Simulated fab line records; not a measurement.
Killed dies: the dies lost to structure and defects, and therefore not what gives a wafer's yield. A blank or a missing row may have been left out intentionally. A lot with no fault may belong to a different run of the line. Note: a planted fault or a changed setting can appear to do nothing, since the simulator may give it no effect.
fab line records | flow sky130
record lots=14 | wafers=42 | last-day=50
route steps=708 shown METAL3@534 CAPM@549
lots that met no fault: taken from a fault-free run of the same line
start-h: hours from the record's first day to the start of the lot's first wafer shown | wait-h: hours since the lot's step before | " identical to the entry in the row above | L1.1+2: a single row standing in for several wafers | - no value, or no start was given | * or withheld: withheld | < > ~ a bound
route shown NAME@n: a module of which the file shows steps, and the number in the route of the first | usual: average and standard deviation across the fault-free wafers | same: alike in all rows | chamber/n: place in a boat | sites: readings site by site | _std_site: standard deviation of those values | _edge_site: inner sites' mean taken away from outer sites' mean | radius-mm: for every site, how far away it sits from the centre of the wafer | mask NAME#n: copy n | behind: the most recent tool/chamber to have shaped the wafer | hold: what put the lot on hold/how long, in hours/how the hold closed | device: transistor that didn't switch, given as n, p or np | end of line: at the end of the route, the tests of the same wafers | a step with no rows: only its recipe | killed: dies that structure and defects cost at the first sort, which is not the same as the wafer's yield | map: the dies of a wafer, with x for killed, . for not killed, _ for no die there
set.NAME: the setting as run; set.NAME@STEP: as run at that earlier step | model.NAME: the simulator's own value behind a step, which no gauge read
one table for each step of the route and one row for each wafer, over a sample of lots
services: from which hour (start-h, from the record's first day; less than 0 if before it) a tool's chamber was out of use, for how many hours, and why
## steps
# step SKY_METAL3_SPUTTER_02
# recipe material=AlCu | target-thk-nm=735 | power-w=10600 | time-s=39.1 | chamber-pressure-pa=0.4
# usual cathode-dc-power-W=10600/1.8 | throttle-valve-pct=30.2/0.8
lot.wafer | tool           | chamber | start-h | wait-h | cathode-dc-power-W | throttle-valve-pct
L440.3    | pvd-sputter-01 | -       | 863.66  | 0.0    | 10600              | 29.2
L440.4    | "              | -       | "       | "      | 10602              | 29.6
L440.5    | "              | -       | "       | "      | 10599              | 29.6
L443.1    | pvd-sputter-04 | -       | 885.29  | 0.0    | 10600              | 30.4
L443.5    | "              | -       | "       | "      | 10598              | 30.3
L443.6    | "              | -       | "       | "      | 10601              | 30.2
L445.1    | pvd-sputter-04 | -       | 897.55  | 0.0    | 10601              | 29.2
L445.2    | "              | -       | "       | "      | 10602              | 30.3
L445.5    | "              | -       | "       | "      | 10604              | 28.8
L446.1    | pvd-sputter-01 | -       | 905.04  | 0.0    | 10601              | 31.2
L446.3    | "              | -       | "       | "      | 10601              | 30.8
L446.4    | "              | -       | "       | "      | 10600              | 29.2
L448.2    | pvd-sputter-04 | -       | 923.46  | 0.0    | 10601              | 31.1
L448.3    | "              | -       | "       | "      | 10601              | 30.1
L448.4    | "              | -       | "       | "      | 10601              | 29.1
L450.2    | pvd-sputter-03 | -       | 934.42  | 0.0    | 10596              | 30.1
L450.4    | "              | -       | "       | "      | 10603              | 29.8
L450.5    | "              | -       | "       | "      | 10602              | 29.9
L451.1    | pvd-sputter-01 | -       | 941.16  | 0.0    | 10601              | 30.4
L451.3    | "              | -       | "       | "      | 10602              | 28.8
L451.4    | "              | -       | "       | "      | 10598              | 29.5
L452.2    | pvd-sputter-01 | -       | 948.93  | 0.0    | 10600              | 29.5
L452.3    | "              | -       | "       | "      | 10601              | 29.1
L452.5    | "              | -       | "       | "      | 10599              | 30.5
L453.3    | pvd-sputter-03 | -       | 955.61  | 0.0    | 10600              | 29.4
L453.5    | "              | -       | "       | "      | 10601              | 30.0
L453.6    | "              | -       | "       | "      | 10598              | 31.8
L454.4    | pvd-sputter-01 | -       | 963.81  | 0.0    | 10601              | 28.9
L454.5    | "              | -       | "       | "      | 10600              | 30.7
L454.6    | "              | -       | "       | "      | 10601              | 29.5
L459.1    | pvd-sputter-03 | -       | 996.45  | 0.0    | 10600              | 29.8
L459.2    | "              | -       | "       | "      | 10597              | 29.7
L459.5    | "              | -       | "       | "      | 10602              | 29.8
L460.1    | pvd-sputter-01 | -       | 1002.30 | 0.0    | 10601              | 29.6
L460.2    | "              | -       | "       | "      | 10601              | 30.5
L460.5    | "              | -       | "       | "      | 10599              | 30.4
L461.3    | pvd-sputter-04 | -       | 1006.88 | 0.0    | 10602              | 30.5
L461.4    | "              | -       | "       | "      | 10599              | 30.2
L461.5    | "              | -       | "       | "      | 10599              | 29.2
L462.2    | pvd-sputter-03 | -       | 1021.25 | 0.0    | 10599              | 29.9
L462.3    | "              | -       | "       | "      | 10602              | 29.7
L462.4    | "              | -       | "       | "      | 10599              | 31.9
# step SKY_CAPM_OVL_MEAS_12
# usual CAPM_OVL=0.0/1.2
lot.wafer | tool       | chamber | start-h | wait-h | CAPM_OVL[nm]
L440.3    | overlay-01 | -       | 889.90  | 0.1    | -0.1
L440.4    | "          | -       | "       | "      | -0.9
L440.5    | "          | -       | "       | "      | -0.3
L443.1    | overlay-02 | -       | 911.02  | 0.1    | -0.8
L443.5    | "          | -       | "       | "      | -0.7
L443.6    | "          | -       | "       | "      | -0.5
L445.1    | overlay-02 | -       | 922.92  | 0.1    | 2.1
L445.2    | "          | -       | "       | "      | 1.3
L445.5    | "          | -       | "       | "      | 0.1
L446.1    | overlay-01 | -       | 930.04  | 0.1    | 0.6
L446.3    | "          | -       | "       | "      | 0.3
L446.4    | "          | -       | "       | "      | -3.6
L448.2    | overlay-02 | -       | 948.22  | 0.1    | 0.2
L448.3    | "          | -       | "       | "      | -0.6
L448.4    | "          | -       | "       | "      | -0.3
L450.2    | overlay-01 | -       | 958.58  | 0.1    | -1.6
L450.4    | "          | -       | "       | "      | -0.5
L450.5    | "          | -       | "       | "      | -3.6
L451.1    | overlay-02 | -       | 966.23  | 0.1    | -0.3
L451.3    | "          | -       | "       | "      | -0.4
L451.4    | "          | -       | "       | "      | -0.2
L452.2    | overlay-01 | -       | 973.29  | 0.1    | -0.3
L452.3    | "          | -       | "       | "      | -1.0
L452.5    | "          | -       | "       | "      | -0.6
L453.3    | overlay-02 | -       | 979.23  | 0.1    | 1.1
L453.5    | "          | -       | "       | "      | 0.5
L453.6    | "          | -       | "       | "      | 0.9
L454.4    | overlay-02 | -       | 988.24  | 0.1    | -0.7
L454.5    | "          | -       | "       | "      | -1.7
L454.6    | "          | -       | "       | "      | -1.6
L459.1    | overlay-01 | -       | 1020.03 | 0.1    | 1.8
L459.2    | "          | -       | "       | "      | -1.0
L459.5    | "          | -       | "       | "      | 0.5
L460.1    | overlay-02 | -       | 1025.23 | 0.1    | -1.5
L460.2    | "          | -       | "       | "      | -1.4
L460.5    | "          | -       | "       | "      | -1.7
L461.3    | overlay-01 | -       | 1030.20 | 0.1    | 1.0
L461.4    | "          | -       | "       | "      | -1.0
L461.5    | "          | -       | "       | "      | 0.7
L462.2    | overlay-02 | -       | 1043.87 | 0.1    | -0.3
L462.3    | "          | -       | "       | "      | -1.8
L462.4    | "          | -       | "       | "      | 0.4
# step SKY_METAL3_DEVELOP_12
# recipe develop-time-s=57.68 | resist=KrF-thick | dev-temp-c=21
# usual chill-plate-temp-C=23.01/0.11 | develop-time-s=57.68/0
lot.wafer | tool           | chamber | start-h | wait-h | chill-plate-temp-C | develop-time-s
L440.3    | litho-track-03 | 0       | 915     | -      | 23.18              | 57.68
L440.4    | "              | 0       | "       | "      | 23.00              | 57.68
L440.5    | "              | 0       | "       | "      | 22.91              | 57.68
L443.1    | litho-track-03 | 0       | 936     | -      | 23.07              | 57.68
L443.5    | "              | 0       | "       | "      | 23.17              | 57.68
L443.6    | "              | 0       | 937     | -      | 23.06              | 57.68
L445.1    | litho-track-02 | 0       | 948     | -      | 22.90              | 57.68
L445.2    | "              | 0       | "       | "      | 22.95              | 57.68
L445.5    | "              | 0       | "       | "      | 22.82              | 57.68
L446.1    | litho-track-04 | 0       | 955     | -      | 22.93              | 57.68
L446.3    | "              | 0       | "       | "      | 23.10              | 57.68
L446.4    | "              | 0       | "       | "      | 22.87              | 57.68
L448.2    | litho-track-02 | 0       | 972     | -      | 22.97              | 57.68
L448.3    | "              | 0       | "       | "      | 23.01              | 57.68
L448.4    | "              | 0       | "       | "      | 22.99              | 57.68
L450.2    | litho-track-02 | 0       | 983     | -      | 23.08              | 57.68
L450.4    | "              | 0       | "       | "      | 22.89              | 57.68
L450.5    | "              | 0       | "       | "      | 23.19              | 57.68
L451.1    | litho-track-04 | 0       | 990     | -      | 22.94              | 57.68
L451.3    | "              | 0       | "       | "      | 23.10              | 57.68
L451.4    | "              | 0       | "       | "      | 23.07              | 57.68
L452.2    | litho-track-03 | -       | 997     | -      | -                  | -
L452.3    | "              | -       | "       | "      | -                  | -
L452.5    | "              | -       | "       | "      | -                  | -
L453.3    | litho-track-02 | -       | 1004    | -      | -                  | -
L453.5    | "              | -       | "       | "      | -                  | -
L453.6    | "              | -       | "       | "      | -                  | -
L454.4    | litho-track-03 | 0       | 1012    | -      | 23.20              | 57.68
L454.5    | "              | 0       | "       | "      | 22.98              | 57.68
L454.6    | "              | 0       | "       | "      | 22.99              | 57.68
L459.1    | litho-track-02 | 0       | 1042    | -      | 23.03              | 57.68
L459.2    | "              | 0       | "       | "      | 22.89              | 57.68
L459.5    | "              | 0       | "       | "      | 22.99              | 57.68
L460.1    | litho-track-02 | 0       | 1048    | -      | 23.02              | 57.68
L460.2    | "              | 0       | "       | "      | 23.02              | 57.68
L460.5    | "              | 0       | "       | "      | 23.07              | 57.68
L461.3    | litho-track-03 | 0       | 1052    | -      | 23.01              | 57.68
L461.4    | "              | 0       | "       | "      | 22.84              | 57.68
L461.5    | "              | 0       | "       | "      | 22.91              | 57.68
L462.2    | litho-track-04 | 0       | 1065    | -      | 23.22              | 57.68
L462.3    | "              | 0       | "       | "      | 23.15              | 57.68
L462.4    | "              | 0       | "       | "      | 23.20              | 57.68
# step SKY_METAL3_CD_MEAS_13
# recipe target-cd-nm=300
# usual cd-nm=300.5/1.4
lot.wafer | tool      | chamber | start-h | wait-h | cd-nm
L440.3    | cd-sem-02 | -       | 915.97  | -      | 301.6
L440.4    | "         | -       | "       | "      | 299.6
L440.5    | "         | -       | "       | "      | 302.7
L443.1    | cd-sem-01 | -       | 937.03  | -      | 301.4
L443.5    | "         | -       | "       | "      | 302.7
L443.6    | "         | -       | "       | "      | 302.0
L445.1    | cd-sem-01 | -       | 948.74  | -      | 301.6
L445.2    | "         | -       | "       | "      | 301.4
L445.5    | "         | -       | "       | "      | 300.4
L446.1    | cd-sem-01 | -       | 955.18  | -      | 300.5
L446.3    | "         | -       | "       | "      | 301.1
L446.4    | "         | -       | "       | "      | 299.8
L448.2    | cd-sem-01 | -       | 973.01  | -      | 301.3
L448.3    | "         | -       | "       | "      | 299.5
L448.4    | "         | -       | "       | "      | 299.6
L450.2    | cd-sem-01 | -       | 983.21  | -      | 299.2
L450.4    | "         | -       | "       | "      | 299.5
L450.5    | "         | -       | "       | "      | 301.2
L451.1    | cd-sem-02 | -       | 990.18  | -      | 302.5
L451.3    | "         | -       | "       | "      | 302.4
L451.4    | "         | -       | "       | "      | 302.8
L452.2    | cd-sem-01 | -       | 997.80  | -      | -
L452.3    | "         | -       | "       | "      | -
L452.5    | "         | -       | "       | "      | -
L453.3    | cd-sem-02 | -       | 1004.48 | -      | -
L453.5    | "         | -       | "       | "      | -
L453.6    | "         | -       | "       | "      | -
L454.4    | cd-sem-02 | -       | 1012.90 | -      | 299.9
L454.5    | "         | -       | "       | "      | 299.7
L454.6    | "         | -       | "       | "      | 299.0
L459.1    | cd-sem-02 | -       | 1042.94 | -      | 300.5
L459.2    | "         | -       | "       | "      | 300.5
L459.5    | "         | -       | "       | "      | 300.9
L460.1    | cd-sem-02 | -       | 1048.24 | -      | 298.3
L460.2    | "         | -       | "       | "      | 297.2
L460.5    | "         | -       | "       | "      | 297.3
L461.3    | cd-sem-02 | -       | 1052.82 | -      | 300.5
L461.4    | "         | -       | "       | "      | 300.7
L461.5    | "         | -       | "       | "      | 299.3
L462.2    | cd-sem-01 | -       | 1065.70 | -      | 298.9
L462.3    | "         | -       | "       | "      | 298.3
L462.4    | "         | -       | "       | "      | 299.0
## services
tool           | chamber | start-h | hours | kind
pvd-sputter-01 | -       | 847.65  | 0.8   | repair
pvd-sputter-01 | -       | 910.02  | 2.1   | repair
pvd-sputter-01 | -       | 1006.33 | 3.4   | repair
pvd-sputter-04 | -       | 1016.30 | 5.2   | repair
## key
first-sign step=SKY_METAL3_DEVELOP_12 | reading=tool-record | direction=missing
effect none on later readings
met-at SKY_METAL3_DEVELOP_12
struck-lots L452,L453
later-rows-left-out L452.2,L452.3,L452.5,L453.3,L453.5,L453.6
sort-left-out L452.2,L452.3,L452.5,L453.3,L453.5,L453.6
not-acting-at SKY_METAL3_SPUTTER_02,SKY_CAPM_OVL_MEAS_12,SKY_METAL3_CD_MEAS_13
onset-between 983 997
fault kind=skipped-step-whole | tool=litho-track-02,litho-track-03 | chamber=- | onset-h=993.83 | steps=SKY_METAL3_DEVELOP_12 | scope=struck-lots-only
# sort-left-out: the simulated sort isn't trusted on such a fault, so these wafers' sort isn't shown, and their yield isn't known
# later-rows-left-out: the simulator's readings of these wafers behind a module that went badly wrong aren't trusted and aren't shown, but for the sort
